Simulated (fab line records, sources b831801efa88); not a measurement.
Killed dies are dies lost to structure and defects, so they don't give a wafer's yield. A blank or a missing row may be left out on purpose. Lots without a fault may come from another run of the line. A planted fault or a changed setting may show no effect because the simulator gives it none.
Chamber matching | flow sky130 | SKY_VIA3_CMP_24 on cmp-01: 4 sister chambers
The step polishes, stops on SiO2, t overpolish 20 s, target thk 0 nm. 8 wafers are shown with their chamber, then 8 later ones without.

WAFERS WITH THEIR CHAMBER
wafer  | chamber | time_to_endpoint_s (s) | motor_current_A (A)
L849.3 | 3       | 85                     | 10.7
L849.5 | 1       | 101                    | 11.5
L850.5 | 1       | 93                     | 10.8
L850.6 | 0       | 96                     | 9.2
L851.3 | 0       | 101                    | 9.9
L851.5 | 3       | 86                     | 11.2
L851.6 | 2       | 98                     | 11.8
L854.2 | 2       | 97                     | 11.3

WAFERS WITHOUT THEIR CHAMBER
wafer  | time_to_endpoint_s (s) | motor_current_A (A)
L854.5 | 91                     | 10.7
L854.6 | 97                     | 9.9
L855.1 | 98                     | 9.4
L855.2 | 84                     | 10.4
L855.5 | 100                    | 11.4
L856.2 | 101                    | 11.1
L856.3 | 101                    | 11.8
L856.5 | 103                    | 11.2

WHICH CHAMBER EACH WENT THROUGH
wafer  | from the rows above               | in truth
L854.5 | can't be placed: 3 or 1 or 2 or 0 | 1
L854.6 | can't be placed: 0 or 1           | 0
L855.1 | 0                                 | 0
L855.2 | 3                                 | 3
L855.5 | can't be placed: 2 or 1           | 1
L856.2 | can't be placed: 1 or 2           | 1
L856.3 | can't be placed: 2 or 1           | 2
L856.5 | can't be placed: 1 or 2           | 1
Placed correctly: 2 of 8. Can't be placed from these rows: 6 (the true chamber is among the candidates in 6). Placed wrongly: 0.
How it was worked out, from the rows above alone: a wafer's distance from a chamber is the root of the sum, over the readings, of the square of ((its reading less the chamber's mean) divided by the reading's scatter). The wafer belongs to the nearest chamber; if the next one is less than 2 further off, it can't be placed. A chamber's mean is the mean of its shown wafers. The scatter: the root of (the sum of the squares of (reading less its chamber's mean) over the shown wafers, divided by (wafers less chambers)).
